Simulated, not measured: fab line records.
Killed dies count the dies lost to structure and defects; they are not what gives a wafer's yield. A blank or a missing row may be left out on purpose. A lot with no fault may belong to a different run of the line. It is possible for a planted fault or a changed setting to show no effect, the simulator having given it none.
Which of the tools did it? | flow gf180mcu | 21 wafers sampled from 7 lots at 1 step of a route of 602

== WHAT THE GAUGES READ, wafer by wafer ==
GF_DUAL_GATE_OVL_MEAS_11.
lot  | measured     | on         | DUAL_GATE_OVL (nm)
L875 | day 9 05:18  | overlay-01 | -2.4 -1.2 -1.8
L877 | day 9 17:14  | overlay-02 | -2.0 -1.1 0.1
L880 | day 10 14:32 | overlay-02 | -2.1 0.4 0.3
L883 | day 11 12:23 | overlay-02 | 2.1 -0.9 2.3
L888 | day 13 04:02 | overlay-02 | -0.7 0.0 0.2
L891 | day 13 18:38 | overlay-01 | -1.5 -0.9 -1.5
L895 | day 15 00:29 | overlay-02 | -1.8 -1.7 -0.1

== WHICH TOOL RAN EACH LOT (tool, then ch and the chambers of the sampled wafers, then the start) ==
Record: no process step prior to these readings.

== THE ANSWER, worked out from the rows above alone ==
Rule: the lots themselves supply what counts as usual. Put in order of their means at a reading, lots are off if they are a third of the lots or fewer, leave a main group of 4 or more, and stand apart from it by a gap of 3 or more times the standard deviation of the main group's means; of several such gaps the widest counts. A main group is skipped when, at the precision printed for the reading in the tables above, its means are all equal. A lot without any number at a reading at which 4 lots or more have one is off too. The other lots that the step has rows for count as sound.
Across all readings shown, no lot is off: no conclusion can be drawn from this.

== WHAT WAS PUT IN BY THE SIMULATOR ==
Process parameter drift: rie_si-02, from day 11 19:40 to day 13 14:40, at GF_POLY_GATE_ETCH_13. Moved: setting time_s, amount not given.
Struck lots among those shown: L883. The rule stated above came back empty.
